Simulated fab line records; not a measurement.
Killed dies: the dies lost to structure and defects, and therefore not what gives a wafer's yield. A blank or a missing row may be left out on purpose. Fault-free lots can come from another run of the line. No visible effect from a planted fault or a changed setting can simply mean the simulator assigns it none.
fab line records	flow gf180mcu	part 1 of 2: steps 1 to 31 of 40
record: lots: 5	wafers: 15	lastDay: 34
route steps=602 shown M4@461 V4@476
lots with no fault: from the same line, run without faults
startH: hours from the record's opening day to when the first of the lot's shown wafers began	waitH: how many hours have passed since the lot's step before this one	" repeats the value in the row above	L1.1+2: a single row standing in for several wafers	- no value, or no start was given	* or withheld: withheld	< > ~ a bound
route shown NAME@n: names a module that has steps shown in the file, with the first one's number in the route	usual: average and standard deviation across the fault-free wafers	same: alike in all rows	chamber/n: place in a boat	sites: per-site readings	_std_site: how widely they spread, as a standard deviation	_edge_site: inner sites' mean taken away from outer sites' mean	radiusMm: how far each site lies from the wafer's centre	mask NAME#n: copy n	behind: the last tool/chamber to shape the wafer	hold: why the lot was held/for how many hours/how that ended	device: which transistor (n, p or np) failed to switch	end of line: at the end of the route, the tests of the same wafers	a step with no rows: only its recipe	killed: not the wafer's yield, but the dies lost to structure and defects at the first sort	map: dies across one wafer; x = killed, . = not, _ = none there
set.NAME: setting as actually run; set.NAME@STEP: the setting as run at that earlier step	model.NAME: the simulator's own value behind a step, which no gauge read
a table for each step, a row for each wafer; lots at some steps of the route
services: the hour from which a tool's chamber was out of use, counted from the record's first day as startH (under 0 if before that day), plus the number of hours and why
== steps ==
step: GF_M4_RS_MEAS_05
recipe: thkMeasGauge: four-point-probe	reads: TiN_of_M4_SPUTTER_04+Ti_of_M4_SPUTTER_03+AlCu_of_M4_SPUTTER_02+TiN_of_M4_SPUTTER_01+Ti_of_M4_SPUTTER_00
usual: M4_ALCU_RS: 0.0696/0.00084
lot.wafer	tool	chamber	startH	waitH	M4_ALCU_RS[ohm/sq]
L078.1	filmMetro-03	-	561.01	0.0	0.0702
L078.2	"	-	"	"	0.0701
L078.3	"	-	"	"	0.0701
L079.2	filmMetro-03	-	562.92	0.0	0.0705
L079.5	"	-	"	"	0.0698
L079.6	"	-	"	"	0.0704
L082.1	filmMetro-03	-	586.60	0.0	0.0700
L082.2	"	-	"	"	0.0703
L082.4	"	-	"	"	0.0706
L086.1	filmMetro-03	-	620.75	0.0	0.0702
L086.2	"	-	"	"	0.0706
L086.5	"	-	"	"	0.0702
L095.1	filmMetro-03	-	680.26	0.0	0.0691
L095.3	"	-	"	"	0.0681
L095.4	"	-	"	"	0.0686
step: GF_M4_THK_MEAS_06
recipe: thkMeasGauge: xrf	reads: AlCu_of_M4_SPUTTER_02
usual: M4_ALCU_THK: 456/6.1
lot.wafer	tool	chamber	startH	waitH	M4_ALCU_THK[nm]
L078.1	filmMetro-03	-	561.13	0.1	452
L078.2	"	-	"	"	453
L078.3	"	-	"	"	456
L079.2	filmMetro-03	-	563.03	0.1	452
L079.5	"	-	"	"	458
L079.6	"	-	"	"	452
L082.1	filmMetro-03	-	586.72	0.1	456
L082.2	"	-	"	"	453
L082.4	"	-	"	"	449
L086.1	filmMetro-03	-	620.87	0.1	455
L086.2	"	-	"	"	451
L086.5	"	-	"	"	456
L095.1	filmMetro-03	-	680.38	0.1	460
L095.3	"	-	"	"	469
L095.4	"	-	"	"	467
step: GF_M4_DEHYDRATE_07
recipe: tempC: 200	timeS: 60
lot.wafer	tool	chamber	startH	waitH
L078.1+2+3	lithoTrack-04	0	571.33	10.2
L079.2+5+6	lithoTrack-01	0	573.49	10.5
L082.1+2+4	lithoTrack-02	0	596.94	10.2
L086.1+2+5	lithoTrack-04	0	630.28	9.4
L095.1+3+4	lithoTrack-01	0	689.37	9.0
step: GF_M4_HMDS_08
recipe: primeTimeS: 60	primeTempC: 120
lot.wafer	tool	chamber	startH	waitH
L078.1+2+3	lithoTrack-04	0	571.48	0.1
L079.2+5+6	lithoTrack-01	0	573.64	0.1
L082.1+2+4	lithoTrack-02	0	597.09	0.1
L086.1+2+5	lithoTrack-04	0	630.43	0.1
L095.1+3+4	lithoTrack-01	0	689.52	0.1
step: GF_M4_COAT_09
recipe: resist: KrF	spinRpm: withheld	resistThkNm: 1000
lot.wafer	tool	chamber	startH	waitH
L078.1+2+3	lithoTrack-04	0	571.63	0.1
L079.2+5+6	lithoTrack-01	0	573.79	0.1
L082.1+2+4	lithoTrack-02	0	597.24	0.1
L086.1+2+5	lithoTrack-04	0	630.58	0.1
L095.1+3+4	lithoTrack-01	0	689.67	0.1
step: GF_M4_SOFTBAKE_10
recipe: tempC: 130	timeS: 60	resist: KrF
lot.wafer	tool	chamber	startH	waitH
L078.1+2+3	lithoTrack-04	0	571.78	0.1
L079.2+5+6	lithoTrack-01	0	573.94	0.1
L082.1+2+4	lithoTrack-02	0	597.39	0.1
L086.1+2+5	lithoTrack-04	0	630.73	0.1
L095.1+3+4	lithoTrack-01	0	689.82	0.1
step: GF_M4_EXPOSE_11
recipe: maskId: Metal4	targetCdNm: 280	na: 0.68	sourceShape: conventional	sigmaOuter: 0.6	doseMj: 28
lot.wafer	tool	chamber	startH	waitH	mask
L078.1+2+3	krfScanner-02	0	-	-	Metal4#0
L079.2+5+6	krfScanner-02	0	-	-	Metal4#0
L082.1+2+4	krfScanner-02	0	-	-	Metal4#0
L086.1+2+5	krfScanner-01	0	-	-	Metal4#0
L095.1+3+4	krfScanner-02	0	-	-	Metal4#0
step: GF_M4_PEB_12
recipe: pebTempC: 135	pebTimeS: 90	resist: KrF
same: pebTimeS: 90
lot.wafer	tool	chamber	startH	waitH
L078.1+2+3	lithoTrack-01	0	-	-
L079.2+5+6	lithoTrack-02	0	-	-
L082.1+2+4	lithoTrack-02	0	-	-
L086.1+2+5	lithoTrack-04	0	-	-
L095.1+3+4	lithoTrack-01	0	-	-
step: GF_M4_DEVELOP_13
recipe: developTimeS: 60	devTempC: 21
usual: developerTempC: 21.01/0.1
lot.wafer	tool	chamber	startH	waitH	developerTempC
L078.1	lithoTrack-01	0	582.47	0.2	20.91
L078.2	"	0	"	"	21.04
L078.3	"	0	"	"	20.91
L079.2	lithoTrack-02	0	584.26	0.2	21.04
L079.5	"	0	"	"	20.99
L079.6	"	0	"	"	21.06
L082.1	lithoTrack-02	0	607.54	0.2	20.99
L082.2	"	0	"	"	20.87
L082.4	"	0	"	"	20.92
L086.1	lithoTrack-04	0	640.28	0.2	21.25
L086.2	"	0	"	"	21.08
L086.5	"	0	"	"	20.98
L095.1	lithoTrack-01	0	699.02	0.2	20.98
L095.3	"	0	"	"	21.00
L095.4	"	0	"	"	21.00
step: GF_M4_CD_MEAS_14
recipe: targetCdNm: 280
usual: cdNm: 279.9/1.2
lot.wafer	tool	chamber	startH	waitH	cdNm
L078.1	cdSem-02	-	582.62	0.1	277.1
L078.2	"	-	"	"	278.6
L078.3	"	-	"	"	279.0
L079.2	cdSem-02	-	584.41	0.1	277.9
L079.5	"	-	"	"	278.1
L079.6	"	-	"	"	279.0
L082.1	cdSem-02	-	607.69	0.1	277.8
L082.2	"	-	"	"	278.8
L082.4	"	-	"	"	279.0
L086.1	cdSem-02	-	640.43	0.1	281.3
L086.2	"	-	"	"	281.4
L086.5	"	-	"	"	281.2
L095.1	cdSem-02	-	699.17	0.1	278.4
L095.3	"	-	"	"	278.8
L095.4	"	-	"	"	278.8
step: GF_M4_OVL_MEAS_15
usual: M4_OVL: 4/5.8
lot.wafer	tool	chamber	startH	waitH	M4_OVL[nm]
L078.1	overlay-02	-	582.74	0.1	9
L078.2	"	-	"	"	1
L078.3	"	-	"	"	8
L079.2	overlay-01	-	584.52	0.1	-6
L079.5	"	-	"	"	0
L079.6	"	-	"	"	-9
L082.1	overlay-01	-	607.81	0.1	6
L082.2	"	-	"	"	3
L082.4	"	-	"	"	3
L086.1	overlay-02	-	640.55	0.1	14
L086.2	"	-	"	"	8
L086.5	"	-	"	"	9
L095.1	overlay-01	-	699.29	0.1	2
L095.3	"	-	"	"	5
L095.4	"	-	"	"	10
step: GF_M4_METAL_ETCH_16
recipe: chemistry: Cl2/BCl3	maskMaterial: KrF	targetDepthNm: 627.5	stopOn: SiO2	pressureMtorr: 8	icpW: 800	biasW: 140	Cl2_flow_sccm: 80	bcl3FlowSccm: 40	timeS: 104.6
usual: chamberPressureMTorr: 8.001/0.0074	drypumpMotorCurrentA: 5.72/0.23	mfcCl2Sccm: 79.97/0.23	oesProductAu: 0.971/0.0072	throttleValvePct: 28.253/0.01
lot.wafer	tool	chamber	startH	waitH	chamberPressureMTorr	drypumpMotorCurrentA	mfcCl2Sccm	oesProductAu	rfHoursCounterH	throttleValvePct
L078.1	rieMetal-03	0	582.78	0.0	8.000	5.97	80.35	0.968	6.7	28.249
L078.2	"	1	"	"	8.003	6.00	79.56	0.973	3.9	28.247
L078.3	"	0	"	"	8.014	5.99	80.10	0.970	-	28.243
L079.2	rieMetal-01	1	584.55	0.0	8.008	5.60	79.31	0.959	9.9	28.262
L079.5	"	1	"	"	7.992	5.59	79.81	0.967	-	28.253
L079.6	"	0	"	"	8.013	5.32	79.73	0.965	-	28.267
L082.1	rieMetal-02	1	607.85	0.0	8.007	5.57	79.94	0.976	5.3	28.259
L082.2	"	0	"	"	7.994	5.79	79.63	0.970	3.2	28.263
L082.4	"	0	"	"	7.985	5.80	79.66	0.968	-	28.269
L086.1	rieMetal-03	1	640.59	0.0	8.003	6.04	79.75	0.974	5.6	28.253
L086.2	"	0	"	"	7.999	5.98	79.90	0.963	8.5	28.257
L086.5	"	1	"	"	8.011	6.02	79.79	0.973	-	28.279
L095.1	rieMetal-02	1	699.32	0.0	8.001	5.59	79.88	0.979	8.4	28.232
L095.3	"	1	"	"	8.011	5.58	80.02	0.985	-	28.248
L095.4	"	0	"	"	8.011	5.80	79.85	0.972	-	28.262
step: GF_M4_STRIP_17
recipe: chemistry: O2/N2	powerW: 1400	pressureMtorr: 1500	platenTempC: 250	o2FlowSccm: 3000	n2FlowSccm: 300	overashFraction: 0.5
usual: chamberPressureMTorr: 1500.1/1.3	drypumpMotorCurrentA: 5.8/0.48	heaterPowerW: 337/20	oesProductAu: 0.557/0.0052	stripTimeToEndpointS: 7.85/0.061
same: overashFraction: 0.5
lot.wafer	tool	chamber	startH	waitH	chamberPressureMTorr	drypumpMotorCurrentA	heaterPowerW	oesProductAu	rfHoursCounterH	stripTimeToEndpointS
L078.1	plasmaAsher-03	1	582.89	0.1	1499.6	6.0	310	0.552	93	7.86
L078.2	"	0	"	"	1501.5	5.2	317	0.553	93	7.82
L078.3	"	1	"	"	1499.8	6.0	317	0.567	-	7.87
L079.2	plasmaAsher-02	1	584.66	0.1	1501.1	5.6	371	0.565	16	7.89
L079.5	"	0	"	"	1502.2	6.6	328	0.559	-	7.91
L079.6	"	1	"	"	1500.1	5.6	370	0.551	-	7.78
L082.1	plasmaAsher-04	0	607.96	0.1	1498.4	5.7	325	0.565	51	7.82
L082.2	"	1	"	"	1503.1	5.4	351	0.559	51	7.91
L082.4	"	0	"	"	1502.8	5.6	332	0.560	-	7.90
L086.1	plasmaAsher-04	0	640.70	0.1	1499.6	5.6	335	0.556	55	7.83
L086.2	"	1	"	"	1500.5	5.4	349	0.565	55	7.89
L086.5	"	1	"	"	1499.8	5.4	355	0.552	-	7.85
L095.1	plasmaAsher-03	0	699.44	0.1	1499.4	5.2	325	0.552	106	7.88
L095.3	"	0	"	"	1499.6	5.2	327	0.564	-	7.87
L095.4	"	1	"	"	1498.8	6.0	305	0.565	-	7.96
step: GF_M4_STRIP_18
recipe: chemistry: postEtchResidueRemover	timeS: 1200	tempC: 72.5
lot.wafer	tool	chamber	startH	waitH
L078.1+2+3	wetBench-03	0	582.99	0.1
L079.2+5+6	wetBench-03	1	584.76	0.1
L082.1+2+4	wetBench-01	0	608.06	0.1
L086.1+2+5	wetBench-02	0	640.80	0.1
L095.1+3+4	wetBench-02	3	699.54	0.1
step: GF_M4_CLEAN_19
recipe: chemistry: DIW	dry: n2Spin
lot.wafer	tool	chamber	startH	waitH
L078.1+2+3	wetBench-01	1	583.33	0.0
L079.2+5+6	wetBench-01	2	585.10	0.0
L082.1+2+4	wetBench-03	0	608.43	0.0
L086.1+2+5	wetBench-01	1	641.14	0.0
L095.1+3+4	wetBench-03	2	699.88	0.0
step: GF_V4_CVD_00
recipe: material: SiO2	targetThkNm: 600	sigmaOpenFrac: 0.3	tempC: 400	timeS: 100	sih4FlowSccm: 60	pressureMtorr: 6
usual: susceptorTempC: 399.99/0.24
lot.wafer	tool	chamber	startH	waitH	susceptorTempC
L078.1	hdpcvd-02	1	583.42	0.0	399.89
L078.2	"	0	"	"	400.02
L078.3	"	2	"	"	399.88
L079.2	hdpcvd-02	1	585.19	0.0	399.97
L079.5	"	2	"	"	400.22
L079.6	"	1	"	"	399.95
L082.1	hdpcvd-02	2	608.52	0.0	400.08
L082.2	"	1	"	"	400.07
L082.4	"	1	"	"	400.02
L086.1	hdpcvd-01	1	641.23	0.0	400.02
L086.2	"	2	"	"	399.80
L086.5	"	0	"	"	400.07
L095.1	hdpcvd-01	2	699.98	0.0	400.11
L095.3	"	1	"	"	399.72
L095.4	"	0	"	"	399.84
step: GF_V4_THK_MEAS_01
recipe: reads: SiO2_of_V4_CVD_00
usual: V4_CVD_00_THK: 601/6.9
lot.wafer	tool	chamber	startH	waitH	V4_CVD_00_THK[nm]
L078.1	filmMetro-04	-	583.49	0.0	588
L078.2	"	-	"	"	592
L078.3	"	-	"	"	614
L079.2	filmMetro-01	-	585.27	0.0	596
L079.5	"	-	"	"	603
L079.6	"	-	"	"	588
L082.1	filmMetro-02	-	608.59	0.0	604
L082.2	"	-	"	"	592
L082.4	"	-	"	"	603
L086.1	filmMetro-04	-	641.30	0.0	608
L086.2	"	-	"	"	603
L086.5	"	-	"	"	594
L095.1	filmMetro-01	-	700.05	0.0	598
L095.3	"	-	"	"	603
L095.4	"	-	"	"	592
step: GF_V4_CVD_02
recipe: material: SiO2	targetThkNm: 850	precursor: TEOS	tempC: 400	timeS: 94.851	rfW: 600
usual: heaterPowerOuterW: 367/42	heaterPowerW: 635/68	susceptorTempC: 399.97/0.21
lot.wafer	tool	chamber	startH	waitH	heaterPowerOuterW	heaterPowerW	susceptorTempC
L078.1	pecvd-04	1	583.55	0.1	394	615	399.90
L078.2	"	2	"	"	372	707	399.53
L078.3	"	0	"	"	403	707	399.84
L079.2	pecvd-01	1	585.32	0.0	395	654	400.07
L079.5	"	2	"	"	352	643	400.14
L079.6	"	1	"	"	439	721	399.78
L082.1	pecvd-04	1	608.65	0.1	322	502	399.71
L082.2	"	2	"	"	341	663	400.12
L082.4	"	1	"	"	351	576	399.44
L086.1	pecvd-04	2	641.36	0.1	372	700	399.82
L086.2	"	0	"	"	354	635	399.75
L086.5	"	2	"	"	417	773	399.93
L095.1	pecvd-04	2	700.11	0.1	395	731	400.22
L095.3	"	1	"	"	397	641	400.01
L095.4	"	1	"	"	310	499	399.80
step: GF_V4_THK_MEAS_03
recipe: reads: SiO2_of_V4_CVD_02
usual: V4_CVD_02_THK: 850/11
lot.wafer	tool	chamber	startH	waitH	V4_CVD_02_THK[nm]
L078.1	filmMetro-01	-	583.62	0.0	840
L078.2	"	-	"	"	864
L078.3	"	-	"	"	842
L079.2	filmMetro-04	-	585.40	0.0	848
L079.5	"	-	"	"	843
L079.6	"	-	"	"	858
L082.1	filmMetro-01	-	608.72	0.0	851
L082.2	"	-	"	"	865
L082.4	"	-	"	"	853
L086.1	filmMetro-01	-	641.47	0.1	839
L086.2	"	-	"	"	837
L086.5	"	-	"	"	844
L095.1	filmMetro-04	-	700.18	0.0	843
L095.3	"	-	"	"	832
L095.4	"	-	"	"	838
step: GF_V4_CMP_04
recipe: material: SiO2	downForcePsi: 4	platenRpm: 60	padVelocityMS: 0.94248
usual: motorCurrentA: 12.0/1.4	timeToEndpointS: 80/5.7
lot.wafer	tool	chamber	startH	waitH	motorCurrentA	timeToEndpointS
L078.1	cmp-02	0	583.68	0.1	11.2	72
L078.3	"	1	"	"	11.3	79
L078.2	"	2	"	"	13.6	85
L079.2	cmp-02	2	585.60	0.2	13.2	83
L079.6	"	3	"	"	11.5	86
L079.5	"	0	"	"	11.3	78
L082.1	cmp-01	3	608.78	0.1	9.7	81
L082.2	"	0	"	"	14.8	89
L082.4	"	1	"	"	10.8	90
L086.2	cmp-01	2	641.58	0.1	11.0	72
L086.1	"	0	"	"	14.2	70
L086.5	"	2	"	"	11.4	74
L095.3	cmp-01	3	700.24	0.0	10.1	75
L095.1	"	0	"	"	15.2	78
L095.4	"	2	"	"	11.7	77
step: GF_V4_BOW_MEAS_05
recipe: mode: bow
usual: V4_BOW: 136/9.8
lot.wafer	tool	chamber	startH	waitH	V4_BOW[um]
L078.1	filmMetro-04	-	583.98	0.2	145
L078.2	"	-	"	"	135
L078.3	"	-	"	"	147
L079.2	filmMetro-01	-	585.77	0.1	131
L079.5	"	-	"	"	128
L079.6	"	-	"	"	132
L082.1	filmMetro-01	-	609.08	0.2	127
L082.2	"	-	"	"	129
L082.4	"	-	"	"	127
L086.1	filmMetro-01	-	641.83	0.1	154
L086.2	"	-	"	"	158
L086.5	"	-	"	"	143
L095.1	filmMetro-01	-	700.54	0.2	141
L095.3	"	-	"	"	139
L095.4	"	-	"	"	139
step: GF_V4_DEHYDRATE_06
recipe: tempC: 200	timeS: 60
lot.wafer	tool	chamber	startH	waitH
L078.1+2+3	lithoTrack-04	0	593.53	9.5
L079.2+5+6	lithoTrack-04	0	596.25	10.5
L082.1+2+4	lithoTrack-02	0	618.54	9.4
L086.1+2+5	lithoTrack-03	0	651.00	9.2
L095.1+3+4	lithoTrack-03	0	709.05	8.5
step: GF_V4_HMDS_07
recipe: primeTimeS: 60	primeTempC: 120
lot.wafer	tool	chamber	startH	waitH
L078.1+2+3	lithoTrack-04	0	593.68	0.1
L079.2+5+6	lithoTrack-04	0	596.40	0.1
L082.1+2+4	lithoTrack-02	0	618.69	0.1
L086.1+2+5	lithoTrack-03	0	651.15	0.1
L095.1+3+4	lithoTrack-03	0	709.20	0.1
step: GF_V4_COAT_08
recipe: resist: BARC	tempC: withheld	timeS: withheld	spinRpm: withheld	resistThkNm: withheld
lot.wafer	tool	chamber	startH	waitH
L078.1+2+3	lithoTrack-04	0	593.83	0.1
L079.2+5+6	lithoTrack-04	0	596.55	0.1
L082.1+2+4	lithoTrack-02	0	618.84	0.1
L086.1+2+5	lithoTrack-03	0	651.30	0.1
L095.1+3+4	lithoTrack-03	0	709.35	0.1
step: GF_V4_COAT_09
recipe: resist: KrF	spinRpm: withheld	resistThkNm: 1000
lot.wafer	tool	chamber	startH	waitH
L078.1+2+3	lithoTrack-04	0	-	-
L079.2+5+6	lithoTrack-04	0	-	-
L082.1+2+4	lithoTrack-02	0	-	-
L086.1+2+5	lithoTrack-03	0	-	-
L095.1+3+4	lithoTrack-03	0	-	-
step: GF_V4_SOFTBAKE_10
recipe: tempC: 130	timeS: 60	resist: KrF
lot.wafer	tool	chamber	startH	waitH
L078.1+2+3	lithoTrack-04	0	-	-
L079.2+5+6	lithoTrack-04	0	-	-
L082.1+2+4	lithoTrack-02	0	-	-
L086.1+2+5	lithoTrack-03	0	-	-
L095.1+3+4	lithoTrack-03	0	-	-
step: GF_V4_EXPOSE_11
recipe: maskId: Via4	targetCdNm: 260	na: 0.68	sourceShape: conventional	sigmaOuter: 0.6	doseMj: 38
lot.wafer	tool	chamber	startH	waitH	mask
L078.1+2+3	krfScanner-01	0	-	-	Via4#0
L079.2+5+6	krfScanner-02	0	-	-	Via4#0
L082.1+2+4	krfScanner-01	0	-	-	Via4#0
L086.1+2+5	krfScanner-02	0	-	-	Via4#0
L095.1+3+4	krfScanner-01	0	-	-	Via4#0
step: GF_V4_PEB_12
recipe: pebTempC: 135	pebTimeS: 90	resist: KrF
same: pebTimeS: 90
lot.wafer	tool	chamber	startH	waitH
L078.1+2+3	lithoTrack-03	0	-	-
L079.2+5+6	lithoTrack-03	0	-	-
L082.1+2+4	lithoTrack-03	0	-	-
L086.1+2+5	lithoTrack-04	0	-	-
L095.1+3+4	lithoTrack-04	0	-	-
step: GF_V4_DEVELOP_13
recipe: developTimeS: 60	resist: KrF	devTempC: 21
usual: developerTempC: 21.01/0.11
lot.wafer	tool	chamber	startH	waitH	developerTempC
L078.1	lithoTrack-03	0	604.90	0.2	20.99
L078.2	"	0	"	"	20.85
L078.3	"	0	"	"	21.02
L079.2	lithoTrack-03	0	607.13	0.2	20.86
L079.5	"	0	"	"	20.92
L079.6	"	0	"	"	20.76
L082.1	lithoTrack-03	0	629.25	0.2	21.02
L082.2	"	0	"	"	21.01
L082.4	"	0	"	"	21.10
L086.1	lithoTrack-04	0	661.73	0.2	21.19
L086.2	"	0	"	"	21.14
L086.5	"	0	"	"	21.19
L095.1	lithoTrack-04	0	718.28	0.2	21.00
L095.3	"	0	"	"	21.02
L095.4	"	0	"	"	21.16
step: GF_V4_CD_MEAS_14
recipe: targetCdNm: 260
usual: cdNm: 260.0/1.3
lot.wafer	tool	chamber	startH	waitH	cdNm
L078.1	cdSem-02	-	605.05	0.1	259.6
L078.2	"	-	"	"	260.8
L078.3	"	-	"	"	260.1
L079.2	cdSem-02	-	607.27	0.1	260.3
L079.5	"	-	"	"	259.7
L079.6	"	-	"	"	259.8
L082.1	cdSem-01	-	629.40	0.1	260.0
L082.2	"	-	"	"	260.1
L082.4	"	-	"	"	259.6
L086.1	cdSem-02	-	661.88	0.1	258.4
L086.2	"	-	"	"	259.1
L086.5	"	-	"	"	259.3
L095.1	cdSem-01	-	718.43	0.1	260.4
L095.3	"	-	"	"	260.7
L095.4	"	-	"	"	260.4
step: GF_V4_OVL_MEAS_15
usual: V4_OVL: 0/4.7
lot.wafer	tool	chamber	startH	waitH	V4_OVL[nm]
L078.1	overlay-01	-	605.17	0.1	-1
L078.2	"	-	"	"	2
L078.3	"	-	"	"	6
L079.2	overlay-01	-	607.38	0.1	4
L079.5	"	-	"	"	0
L079.6	"	-	"	"	11
L082.1	overlay-02	-	629.52	0.1	2
L082.2	"	-	"	"	1
L082.4	"	-	"	"	2
L086.1	overlay-01	-	662.00	0.1	0
L086.2	"	-	"	"	2
L086.5	"	-	"	"	3
L095.1	overlay-02	-	718.55	0.1	8
L095.3	"	-	"	"	3
L095.4	"	-	"	"	10
